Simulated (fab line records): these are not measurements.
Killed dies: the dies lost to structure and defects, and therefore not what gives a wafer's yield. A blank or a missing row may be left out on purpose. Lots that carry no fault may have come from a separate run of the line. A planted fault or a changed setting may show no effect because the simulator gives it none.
fab line records	flow sky130
record lots=24	wafers=72	last-day=50
route steps=708 shown METAL2@488 VIA2@523 CAPM@538
lots that met no fault: taken from a fault-free run of the same line
start-h: the number of hours between the record's first day and the start of the first shown wafer of the lot	wait-h: time in hours since the lot's previous step	" the same as in the row above	L1.1+2: a row that stands for several wafers	- no value, or no start given	* or withheld: withheld	< > ~ a bound
route shown NAME@n: a module of which the file shows steps, and the number in the route of the first	usual: mean/standard deviation of fault-free wafers	same: alike in all rows	chamber/n: place in a boat	sites: per-site readings	_std_site: the values' standard deviation	_edge_site: outer sites' mean less inner sites'	radius-mm: for every site, how far away it sits from the centre of the wafer	mask NAME#n: copy n	behind: the last tool/chamber to shape the wafer	hold: the reason the lot was held/the length of the hold in hours/how it ended	device: the transistor (n, p or np) that didn't switch	end of line: the route-end tests of the same wafers	a step with no rows: only its recipe	killed: at the first sort, the dies lost to defects and structure; wafer yield is something else	map: a wafer's dies, marking killed ones x, the rest . and places with no die _
set.NAME: the setting as run; set.NAME@STEP: as run at that earlier step	model.NAME: the simulator's own value behind a step, which no gauge read
the route's steps for a sample of lots (tables are steps, rows are wafers)
services: when a tool's chamber went out of use (start-h, in hours from the record's first day, below 0 if earlier), for how many hours, and the reason
## steps
# step SKY_METAL2_RS_MEAS_05
# recipe thk-meas-gauge=four-point-probe	reads=TiN_of_METAL2_SPUTTER_04+Ti_of_METAL2_SPUTTER_03+AlCu_of_METAL2_SPUTTER_02+TiN_of_METAL2_SPUTTER_01+Ti_of_METAL2_SPUTTER_00
# usual METAL2_ALCU_RS=0.1267/0.0015
lot.wafer	tool	chamber	start-h	wait-h	METAL2_ALCU_RS[ohm/sq]
L074.2	film-metro-03	-	788.50	0.0	0.1296
L074.3	"	-	"	"	0.1270
L074.5	"	-	"	"	0.1272
L076.1	film-metro-04	-	810.01	0.0	0.1267
L076.2	"	-	"	"	0.1254
L076.4	"	-	"	"	0.1262
L075.1	film-metro-01	-	813.76	0.0	0.1260
L075.5	"	-	"	"	0.1252
L075.6	"	-	"	"	0.1250
L077.2	film-metro-04	-	816.82	0.0	0.1280
L077.4	"	-	"	"	0.1259
L077.5	"	-	"	"	0.1269
L078.1	film-metro-01	-	818.40	0.0	0.1276
L078.2	"	-	"	"	0.1272
L078.5	"	-	"	"	0.1280
L079.1	film-metro-04	-	832.90	0.0	0.1267
L079.4	"	-	"	"	0.1259
L079.6	"	-	"	"	0.1280
L080.1	film-metro-03	-	844.69	0.0	0.1274
L080.4	"	-	"	"	0.1257
L080.6	"	-	"	"	0.1263
L081.2	film-metro-03	-	850.84	0.0	0.1272
L081.4	"	-	"	"	0.1270
L081.5	"	-	"	"	0.1273
L082.2	film-metro-01	-	856.67	0.0	0.1275
L082.5	"	-	"	"	0.1274
L082.6	"	-	"	"	0.1260
L083.2	film-metro-04	-	869.17	0.0	0.1239
L083.4	"	-	"	"	0.1249
L083.6	"	-	"	"	0.1255
L084.1	film-metro-03	-	875.97	0.0	0.1263
L084.3	"	-	"	"	0.1284
L084.4	"	-	"	"	0.1262
L085.3	film-metro-04	-	887.08	0.1	0.1252
L085.5	"	-	"	"	0.1261
L085.6	"	-	"	"	0.1243
L086.3	film-metro-04	-	895.38	0.1	0.1262
L086.4	"	-	"	"	0.1286
L086.5	"	-	"	"	0.1270
L087.1	film-metro-01	-	895.69	0.0	0.1264
L087.2	"	-	"	"	0.1265
L087.5	"	-	"	"	0.1285
L088.1	film-metro-01	-	904.30	0.0	0.1257
L088.4	"	-	"	"	0.1286
L088.6	"	-	"	"	0.1279
L089.1	film-metro-01	-	907.29	0.0	0.1241
L089.2	"	-	"	"	0.1253
L089.3	"	-	"	"	0.1252
L090.1	film-metro-04	-	917.55	0.0	0.1280
L090.4	"	-	"	"	0.1275
L090.6	"	-	"	"	0.1269
L092.1	film-metro-01	-	925.10	0.0	0.1271
L092.3	"	-	"	"	0.1271
L092.6	"	-	"	"	0.1273
L091.1	film-metro-03	-	930.09	0.0	0.1279
L091.2	"	-	"	"	0.1283
L091.6	"	-	"	"	0.1251
L093.1	film-metro-01	-	944.15	0.0	0.1252
L093.3	"	-	"	"	0.1284
L093.6	"	-	"	"	0.1278
L095.1	film-metro-01	-	946.84	0.0	0.1282
L095.4	"	-	"	"	0.1264
L095.6	"	-	"	"	0.1266
L094.1	film-metro-04	-	954.99	0.0	0.1237
L094.3	"	-	"	"	0.1238
L094.5	"	-	"	"	0.1243
L096.2	film-metro-04	-	960.85	0.0	0.1299
L096.5	"	-	"	"	0.1271
L096.6	"	-	"	"	0.1296
L097.2	film-metro-01	-	964.71	0.0	0.1258
L097.3	"	-	"	"	0.1296
L097.4	"	-	"	"	0.1262
# step SKY_VIA2_STRIP_16
# recipe chemistry=O2/N2	power-w=1400	pressure-mtorr=1500	platen-temp-c=withheld	o2-flow-sccm=3000	n2-flow-sccm=300	overash-fraction=0.5
# usual chamber-pressure-mTorr=1499.8/1.2	drypump-motor-current-A=5.9/0.49	oes-product-au=0.399/0.0046	strip-time-to-endpoint-s=4.051/0.03
lot.wafer	tool	chamber	start-h	wait-h	chamber-pressure-mTorr	drypump-motor-current-A	oes-product-au	rf-hours-counter-h	strip-time-to-endpoint-s
L074.2	plasma-asher-01	0	841.53	0.0	1501.0	5.3	0.395	41	4.055
L074.3	"	0	"	"	1502.0	5.3	0.400	-	4.035
L074.5	"	0	"	"	1497.9	5.3	0.406	-	4.055
L076.1	plasma-asher-03	0	862.90	0.0	1500.6	6.5	0.400	108	4.003
L076.2	"	1	"	"	1500.1	5.6	0.402	108	4.069
L076.4	"	0	"	"	1501.5	6.5	0.399	-	4.086
L075.1	plasma-asher-01	1	868.82	0.0	1499.0	6.3	0.402	43	4.088
L075.5	"	0	"	"	1499.6	5.3	0.403	-	4.054
L075.6	"	1	"	"	1500.5	6.3	0.395	-	4.047
L077.2	plasma-asher-02	1	872.45	0.0	1500.8	5.3	0.402	72	4.001
L077.4	"	1	"	"	1500.7	5.3	0.387	-	4.008
L077.5	"	0	"	"	1499.8	5.9	0.400	-	3.993
L078.1	plasma-asher-01	1	873.10	0.0	1501.5	6.3	0.405	44	4.096
L078.2	"	0	"	"	1498.5	5.3	0.398	44	4.092
L078.5	"	0	"	"	1499.5	5.3	0.400	-	4.106
L079.1	plasma-asher-01	0	886.73	0.0	1501.5	5.3	0.396	45	4.018
L079.4	"	1	"	"	1500.9	6.3	0.401	-	4.042
L079.6	"	1	"	"	1501.3	6.3	0.394	-	4.064
L080.1	plasma-asher-03	0	898.42	0.0	1499.1	6.5	0.389	112	4.031
L080.4	"	0	"	"	1499.3	6.5	0.396	-	4.024
L080.6	"	1	"	"	1500.0	5.5	0.400	-	4.006
L081.2	plasma-asher-01	1	904.23	0.0	1500.1	6.3	0.404	47	4.063
L081.4	"	1	"	"	1500.6	6.3	0.403	-	4.110
L081.5	"	0	"	"	1499.7	5.3	0.391	-	4.065
L082.2	plasma-asher-03	0	910.07	0.0	1500.1	6.5	0.396	113	4.030
L082.5	"	0	"	"	1499.0	6.5	0.392	-	4.051
L082.6	"	1	"	"	1500.3	5.6	0.396	-	4.033
L083.2	plasma-asher-01	1	921.73	0.0	1498.1	6.3	0.403	49	4.015
L083.4	"	1	"	"	1499.9	6.3	0.396	-	4.071
L083.6	"	1	"	"	1499.0	6.3	0.405	-	4.029
L084.1	plasma-asher-03	1	928.42	0.0	1498.6	5.6	0.404	115	4.063
L084.3	"	1	"	"	1501.2	5.6	0.399	-	4.015
L084.4	"	0	"	"	1501.8	6.5	0.402	-	4.064
L085.3	plasma-asher-01	0	938.75	0.1	1501.5	5.3	0.399	-	4.098
L085.5	"	1	"	"	1500.0	6.3	0.399	-	3.998
L085.6	"	0	"	"	1500.1	5.3	0.400	-	4.077
L086.3	plasma-asher-02	0	947.20	0.1	1497.9	5.9	0.400	-	4.056
L086.4	"	1	"	"	1501.1	5.3	0.399	-	4.024
L086.5	"	0	"	"	1499.3	5.9	0.405	-	4.042
L087.1	plasma-asher-03	0	947.55	0.0	1498.1	6.5	0.391	117	4.043
L087.2	"	1	"	"	1499.4	5.6	0.408	117	4.117
L087.5	"	0	"	"	1496.6	6.5	0.396	-	4.044
L088.1	plasma-asher-03	0	955.35	0.0	1498.1	6.5	0.399	118	4.080
L088.4	"	1	"	"	1500.6	5.6	0.398	-	4.076
L088.6	"	0	"	"	1500.3	6.5	0.394	-	4.077
L089.1	plasma-asher-02	1	958.62	0.0	1498.6	5.3	0.405	81	4.037
L089.2	"	0	"	"	1499.3	5.9	0.400	81	4.052
L089.3	"	1	"	"	1500.9	5.3	0.387	-	4.013
L090.1	plasma-asher-03	1	968.43	0.0	1502.5	5.5	0.397	120	4.025
L090.4	"	0	"	"	1500.2	6.5	0.398	-	4.079
L090.6	"	0	"	"	1500.0	6.5	0.394	-	4.009
L092.1	plasma-asher-03	0	975.92	0.0	1498.9	6.5	0.392	121	4.021
L092.3	"	0	"	"	1499.9	6.5	0.397	-	4.008
L092.6	"	1	"	"	1499.0	5.6	0.391	-	4.017
L091.1	plasma-asher-03	0	980.42	0.0	1499.9	6.5	0.402	121	4.036
L091.2	"	1	"	"	1501.9	5.6	0.405	121	4.088
L091.6	"	1	"	"	1500.3	5.6	0.397	-	4.065
L093.1	plasma-asher-01	1	993.80	0.0	1498.6	6.3	0.399	53	4.083
L093.3	"	0	"	"	1499.1	5.3	0.399	-	4.091
L093.6	"	1	"	"	1499.1	6.3	0.398	-	4.086
L095.1	plasma-asher-01	1	996.10	0.0	1498.5	6.3	0.400	53	4.061
L095.4	"	1	"	"	1500.6	6.3	0.401	-	4.056
L095.6	"	0	"	"	1499.8	5.3	0.398	-	4.046
L094.1	plasma-asher-03	1	1003.97	0.0	1498.9	5.6	0.398	123	4.038
L094.3	"	1	"	"	1499.5	5.6	0.401	-	4.069
L094.5	"	1	"	"	1498.2	5.6	0.398	-	4.056
L096.2	plasma-asher-01	0	1010.48	0.0	1499.2	5.3	0.393	55	4.030
L096.5	"	1	"	"	1497.7	6.3	0.400	-	4.050
L096.6	"	0	"	"	1500.2	5.3	0.403	-	4.031
L097.2	plasma-asher-01	0	1012.85	0.0	1499.1	5.3	0.404	55	4.013
L097.3	"	1	"	"	1500.2	6.3	0.397	-	4.076
L097.4	"	0	"	"	1500.4	5.3	0.403	-	4.056
# step SKY_VIA2_CVD_21
# recipe material=W	target-thk-nm=420	time-s=126.4	temp-c=400	pressure-torr=40
# usual heater-power-outer-w=529/35	heater-power-w=864/67
# same time-s=126.4
lot.wafer	tool	chamber	start-h	wait-h	heater-power-outer-w	heater-power-w
L074.2	cvd-w-01	1	842.23	0.0	535	928
L074.3	"	1	"	"	535	886
L074.5	"	1	"	"	539	911
L076.1	cvd-w-02	0	863.55	0.0	506	783
L076.2	"	1	"	"	595	927
L076.4	"	1	"	"	579	930
L075.1	cvd-w-02	1	869.50	0.0	587	949
L075.5	"	1	"	"	589	943
L075.6	"	0	"	"	488	784
L077.2	cvd-w-01	0	873.11	0.0	526	820
L077.4	"	0	"	"	519	818
L077.5	"	1	"	"	555	922
L078.1	cvd-w-01	0	873.75	0.0	534	821
L078.2	"	1	"	"	529	913
L078.5	"	1	"	"	537	935
L079.1	cvd-w-02	1	887.39	0.0	590	933
L079.4	"	1	"	"	605	928
L079.6	"	1	"	"	597	920
L080.1	cvd-w-01	0	899.10	0.0	534	814
L080.4	"	1	"	"	538	916
L080.6	"	0	"	"	497	828
L081.2	cvd-w-01	0	904.93	0.0	521	821
L081.4	"	0	"	"	520	834
L081.5	"	1	"	"	531	907
L082.2	cvd-w-01	0	910.72	0.0	512	833
L082.5	"	0	"	"	533	812
L082.6	"	1	"	"	546	898
L083.2	cvd-w-01	1	922.43	0.0	547	902
L083.4	"	0	"	"	526	845
L083.6	"	0	"	"	525	806
L084.1	cvd-w-01	1	929.07	0.0	549	913
L084.3	"	1	"	"	554	906
L084.4	"	0	"	"	528	817
L085.3	cvd-w-01	0	939.42	0.1	535	842
L085.5	"	1	"	"	530	910
L085.6	"	0	"	"	518	825
L086.3	cvd-w-02	1	947.87	0.1	556	855
L086.4	"	0	"	"	432	711
L086.5	"	1	"	"	528	840
L087.1	cvd-w-01	1	948.21	0.0	520	897
L087.2	"	0	"	"	531	832
L087.5	"	1	"	"	556	916
L088.1	cvd-w-01	1	956.00	0.0	553	899
L088.4	"	1	"	"	542	917
L088.6	"	1	"	"	533	926
L089.1	cvd-w-02	1	959.27	0.0	552	849
L089.2	"	0	"	"	434	695
L089.3	"	1	"	"	546	869
L090.1	cvd-w-01	1	969.13	0.0	533	923
L090.4	"	1	"	"	528	936
L090.6	"	1	"	"	552	915
L092.1	cvd-w-01	1	976.63	0.0	546	906
L092.3	"	1	"	"	537	900
L092.6	"	1	"	"	541	903
L091.1	cvd-w-01	1	981.07	0.0	543	932
L091.2	"	1	"	"	539	901
L091.6	"	1	"	"	543	916
L093.1	cvd-w-01	1	994.47	0.0	553	931
L093.3	"	1	"	"	528	909
L093.6	"	1	"	"	540	934
L095.1	cvd-w-02	0	996.77	0.0	437	713
L095.4	"	0	"	"	422	705
L095.6	"	0	"	"	437	714
L094.1	cvd-w-02	1	1004.64	0.0	547	868
L094.3	"	0	"	"	427	702
L094.5	"	1	"	"	555	835
L096.2	cvd-w-01	1	1011.22	0.1	555	929
L096.5	"	1	"	"	535	894
L096.6	"	1	"	"	541	911
L097.2	cvd-w-01	1	1013.55	0.1	544	920
L097.3	"	1	"	"	545	925
L097.4	"	1	"	"	540	890
# step SKY_VIA2_CMP_24
# recipe stop-on=SiO2	t-overpolish-s=20	down-force-psi=3.5	platen-rpm=60	target-thk-nm=0	pad-velocity-m-s=0.94248
# usual motor-current-A=10.6/1.1	overpolish-run-s=20.001/0.0092	slurry-flow-ml-min=150.0/0.49	time-to-endpoint-s=102/5.4
lot.wafer	tool	chamber	start-h	wait-h	motor-current-A	overpolish-run-s	slurry-flow-ml-min	time-to-endpoint-s
L074.2	cmp-01	3	842.64	0.1	9.8	20.003	150.7	94
L074.3	"	0	"	"	12.4	20.001	149.5	104
L074.5	"	1	"	"	10.5	20.001	149.7	99
L076.1	cmp-02	2	863.86	0.1	9.0	20.014	150.3	111
L076.4	"	3	"	"	10.3	20.003	150.3	103
L076.2	"	0	"	"	11.9	19.998	149.8	99
L075.1	cmp-02	0	869.86	0.1	11.9	20.000	149.7	98
L075.5	"	3	"	"	10.9	20.008	149.8	100
L075.6	"	0	"	"	11.7	20.001	149.9	99
L077.4	cmp-02	3	873.42	0.0	10.2	19.991	149.6	101
L077.2	"	0	"	"	11.6	20.000	150.9	103
L077.5	"	3	"	"	10.6	20.013	149.6	99
L078.1	cmp-01	2	874.06	0.1	10.2	20.003	149.9	104
L078.2	"	3	"	"	9.9	20.025	149.7	92
L078.5	"	3	"	"	9.9	20.003	149.8	93
L079.4	cmp-01	0	887.75	0.1	12.9	20.001	149.8	111
L079.1	"	2	"	"	10.4	19.994	150.2	106
L079.6	"	3	"	"	10.2	20.008	148.8	96
L080.1	cmp-02	2	899.51	0.1	8.8	20.000	149.7	106
L080.4	"	3	"	"	10.8	19.994	149.8	98
L080.6	"	0	"	"	12.2	19.996	150.1	97
L081.4	cmp-01	1	905.29	0.1	10.7	19.998	150.4	108
L081.2	"	2	"	"	10.1	19.994	149.4	109
L081.5	"	1	"	"	11.1	20.003	150.1	106
L082.2	cmp-02	2	911.08	0.1	8.7	20.011	148.9	110
L082.5	"	1	"	"	11.5	20.005	149.3	99
L082.6	"	2	"	"	8.5	20.006	149.4	104
L083.4	cmp-01	1	922.74	0.0	11.2	19.988	150.9	109
L083.2	"	2	"	"	10.1	19.988	150.4	104
L083.6	"	2	"	"	9.9	20.002	150.3	107
L084.3	cmp-02	0	929.53	0.2	11.6	20.001	150.5	98
L084.1	"	1	"	"	11.2	20.001	150.7	92
L084.4	"	3	"	"	10.3	19.994	149.4	97
L085.3	cmp-02	0	939.86	0.2	11.5	20.001	150.0	99
L085.6	"	1	"	"	11.7	19.992	150.0	99
L085.5	"	2	"	"	8.4	19.988	150.6	106
L086.4	cmp-02	1	948.14	0.0	10.4	20.004	150.6	97
L086.3	"	3	"	"	10.7	19.995	149.2	102
L086.5	"	2	"	"	9.0	19.991	149.0	109
L087.2	cmp-02	3	948.52	0.0	10.5	19.993	150.6	100
L087.1	"	0	"	"	12.0	20.004	150.1	92
L087.5	"	0	"	"	11.2	20.014	150.1	95
L088.4	cmp-02	1	956.36	0.1	12.1	20.005	149.7	97
L088.1	"	3	"	"	10.2	20.000	150.6	97
L088.6	"	0	"	"	12.2	20.011	149.7	97
L089.1	cmp-02	2	959.58	0.1	9.2	20.018	150.0	110
L089.2	"	3	"	"	10.8	20.019	149.4	101
L089.3	"	0	"	"	11.8	19.994	150.7	104
L090.4	cmp-02	3	969.62	0.1	10.8	19.991	149.8	94
L090.1	"	0	"	"	12.0	19.996	149.7	90
L090.6	"	3	"	"	9.8	20.008	149.6	92
L092.3	cmp-01	3	977.12	0.1	9.9	20.008	150.9	96
L092.1	"	0	"	"	12.4	20.001	149.7	109
L092.6	"	3	"	"	9.8	20.006	150.1	96
L091.2	cmp-02	0	981.63	0.2	11.5	19.995	150.3	97
L091.1	"	1	"	"	11.4	19.992	150.5	94
L091.6	"	3	"	"	10.3	19.993	150.0	97
L093.1	cmp-01	2	994.91	0.1	11.1	20.001	149.6	106
L093.3	"	1	"	"	10.8	19.985	149.4	106
L093.6	"	2	"	"	10.7	19.999	150.7	108
L095.4	cmp-02	1	997.08	0.0	10.9	20.010	149.8	100
L095.1	"	3	"	"	10.5	19.990	149.8	102
L095.6	"	1	"	"	11.7	19.997	150.1	96
L094.3	cmp-02	3	1004.98	0.1	10.3	20.001	149.4	110
L094.1	"	1	"	"	11.0	19.991	150.2	102
L094.5	"	0	"	"	11.5	19.995	150.0	105
L096.2	cmp-01	3	1011.72	0.1	10.1	20.019	149.9	97
L096.5	"	1	"	"	10.2	19.995	150.1	105
L096.6	"	2	"	"	11.3	20.010	150.0	105
L097.3	cmp-02	1	1013.95	0.0	11.1	20.002	150.5	96
L097.4	"	2	"	"	8.9	20.008	150.0	105
L097.2	"	3	"	"	10.4	20.010	150.3	97
# step SKY_CAPM_THK_MEAS_01
# recipe reads=SiO2_of_CAPM_CVD_00
# usual CAPM_CVD_00_THK=15.47/0.21
lot.wafer	tool	chamber	start-h	wait-h	CAPM_CVD_00_THK[nm]
L074.2	film-metro-04	-	843.03	-	15.45
L074.3	"	-	"	"	15.39
L074.5	"	-	"	"	15.51
L076.1	film-metro-02	-	864.34	-	14.94
L076.2	"	-	"	"	14.86
L076.4	"	-	"	"	15.20
L075.1	film-metro-02	-	870.29	-	15.30
L075.5	"	-	"	"	15.41
L075.6	"	-	"	"	15.69
L077.2	film-metro-01	-	873.90	-	15.37
L077.4	"	-	"	"	15.41
L077.5	"	-	"	"	15.57
L078.1	film-metro-01	-	874.54	-	15.39
L078.2	"	-	"	"	15.73
L078.5	"	-	"	"	15.63
L079.1	film-metro-01	-	888.17	-	15.32
L079.4	"	-	"	"	15.33
L079.6	"	-	"	"	15.70
L080.1	film-metro-04	-	899.89	-	15.19
L080.4	"	-	"	"	15.37
L080.6	"	-	"	"	15.43
L081.2	film-metro-01	-	905.73	-	15.66
L081.4	"	-	"	"	15.40
L081.5	"	-	"	"	15.65
L082.2	film-metro-02	-	911.53	-	15.18
L082.5	"	-	"	"	15.59
L082.6	"	-	"	"	15.45
L083.2	film-metro-01	-	923.22	-	15.37
L083.4	"	-	"	"	15.81
L083.6	"	-	"	"	15.61
L084.1	film-metro-02	-	930.04	-	15.45
L084.3	"	-	"	"	15.92
L084.4	"	-	"	"	15.58
L085.3	film-metro-01	-	940.21	-	15.75
L085.5	"	-	"	"	15.72
L085.6	"	-	"	"	15.51
L086.3	film-metro-01	-	948.63	-	15.48
L086.4	"	-	"	"	15.44
L086.5	"	-	"	"	15.88
L087.1	film-metro-04	-	948.99	-	15.52
L087.2	"	-	"	"	15.32
L087.5	"	-	"	"	15.48
L088.1	film-metro-01	-	956.79	-	15.24
L088.4	"	-	"	"	15.39
L088.6	"	-	"	"	15.50
L089.1	film-metro-01	-	960.06	-	15.47
L089.2	"	-	"	"	15.26
L089.3	"	-	"	"	15.38
L090.1	film-metro-02	-	970.04	-	15.57
L090.4	"	-	"	"	15.84
L090.6	"	-	"	"	15.62
L092.1	film-metro-02	-	977.54	-	15.34
L092.3	"	-	"	"	15.25
L092.6	"	-	"	"	15.13
L091.1	film-metro-01	-	982.05	-	15.29
L091.2	"	-	"	"	15.25
L091.6	"	-	"	"	15.30
L093.1	film-metro-01	-	995.38	-	15.18
L093.3	"	-	"	"	15.42
L093.6	"	-	"	"	15.43
L095.1	film-metro-01	-	997.55	-	15.29
L095.4	"	-	"	"	15.82
L095.6	"	-	"	"	15.49
L094.1	film-metro-04	-	1005.45	-	15.26
L094.3	"	-	"	"	15.31
L094.5	"	-	"	"	15.40
L096.2	film-metro-01	-	1012.11	-	15.25
L096.5	"	-	"	"	15.77
L096.6	"	-	"	"	15.55
L097.2	film-metro-04	-	1014.43	-	15.51
L097.3	"	-	"	"	15.41
L097.4	"	-	"	"	15.89
# step SKY_CAPM_OVL_MEAS_12
# usual CAPM_OVL=0.5/1.7
lot.wafer	tool	chamber	start-h	wait-h	CAPM_OVL[nm]
L074.2	overlay-01	-	869.16	0.1	1.4
L074.3	"	-	"	"	0.2
L074.5	"	-	"	"	0.2
L076.1	overlay-02	-	889.48	0.1	1.1
L076.2	"	-	"	"	0.3
L076.4	"	-	"	"	-0.1
L075.1	overlay-02	-	896.23	0.1	-2.8
L075.5	"	-	"	"	-0.7
L075.6	"	-	"	"	-0.5
L077.2	overlay-02	-	899.36	0.1	-0.4
L077.4	"	-	"	"	-0.4
L077.5	"	-	"	"	-0.8
L078.1	overlay-02	-	899.66	0.1	-2.0
L078.2	"	-	"	"	-2.0
L078.5	"	-	"	"	-2.1
L079.1	overlay-02	-	913.66	0.1	1.1
L079.4	"	-	"	"	0.1
L079.6	"	-	"	"	0.0
L080.1	overlay-02	-	924.68	0.1	3.1
L080.4	"	-	"	"	1.0
L080.6	"	-	"	"	0.3
L081.2	overlay-01	-	930.96	0.1	2.4
L081.4	"	-	"	"	1.8
L081.5	"	-	"	"	3.0
L082.2	overlay-01	-	936.66	0.1	1.5
L082.5	"	-	"	"	2.4
L082.6	"	-	"	"	0.6
L083.2	overlay-02	-	948.11	0.1	0.1
L083.4	"	-	"	"	1.9
L083.6	"	-	"	"	0.3
L084.1	overlay-01	-	954.96	0.1	1.3
L084.3	"	-	"	"	3.1
L084.4	"	-	"	"	2.5
L085.3	overlay-01	-	964.68	0.1	2.9
L085.5	"	-	"	"	0.6
L085.6	"	-	"	"	0.4
L086.3	overlay-02	-	972.63	0.1	-0.8
L086.4	"	-	"	"	0.3
L086.5	"	-	"	"	-1.5
L087.1	overlay-01	-	972.92	0.1	2.6
L087.2	"	-	"	"	3.1
L087.5	"	-	"	"	3.4
L088.1	overlay-02	-	980.83	0.1	-1.1
L088.4	"	-	"	"	1.7
L088.6	"	-	"	"	-0.5
L089.1	overlay-01	-	983.63	0.1	-0.7
L089.2	"	-	"	"	1.1
L089.3	"	-	"	"	1.1
L090.1	overlay-02	-	994.31	0.1	0.0
L090.4	"	-	"	"	0.0
L090.6	"	-	"	"	0.0
L092.1	overlay-01	-	1001.21	0.1	0.4
L092.3	"	-	"	"	1.5
L092.6	"	-	"	"	3.3
L091.1	overlay-01	-	1006.71	0.1	2.6
L091.2	"	-	"	"	1.8
L091.6	"	-	"	"	2.1
L093.1	overlay-01	-	1018.72	0.1	0.1
L093.3	"	-	"	"	1.0
L093.6	"	-	"	"	1.8
L095.1	overlay-02	-	1020.93	0.1	-0.7
L095.4	"	-	"	"	-0.6
L095.6	"	-	"	"	-3.7
L094.1	overlay-02	-	1028.36	0.1	-1.0
L094.3	"	-	"	"	-0.5
L094.5	"	-	"	"	-2.6
L096.2	overlay-02	-	1034.93	0.1	-1.9
L096.5	"	-	"	"	-2.0
L096.6	"	-	"	"	-0.9
L097.2	overlay-01	-	1036.73	0.1	2.8
L097.3	"	-	"	"	1.7
L097.4	"	-	"	"	2.7
## services
tool	chamber	start-h	hours	kind
plasma-asher-01	-	819.44	15.6	pm
plasma-asher-01	-	835.78	1.2	repair
cmp-02	-	843.37	5.6	repair
plasma-asher-01	-	863.68	1.1	repair
cvd-w-02	-	872.50	6.9	pm
cmp-01	-	876.30	3.9	pm
cmp-02	-	884.25	6.9	pm
cmp-01	-	903.75	0.4	repair
cvd-w-02	-	904.00	14.0	pm
cvd-w-02	0	904.00	14.0	vent-cycle
cvd-w-02	1	904.00	14.0	vent-cycle
cmp-02	-	915.22	4.0	pm
plasma-asher-02	-	917.20	0.4	repair
cmp-02	-	919.22	-	consumable-replace:conditioner
cmp-02	-	919.22	-	consumable-replace:pad
cvd-w-01	-	922.62	0.5	repair
plasma-asher-03	-	933.10	1.2	repair
plasma-asher-01	-	949.66	28.1	pm
cvd-w-01	0	965.13	67.8	repair
plasma-asher-01	-	977.76	2.8	pm
cmp-01	-	980.66	5.3	pm
plasma-asher-02	-	988.31	2.2	repair
plasma-asher-02	-	988.39	0.8	repair
plasma-asher-03	-	1008.37	1.1	repair
## key
fault none
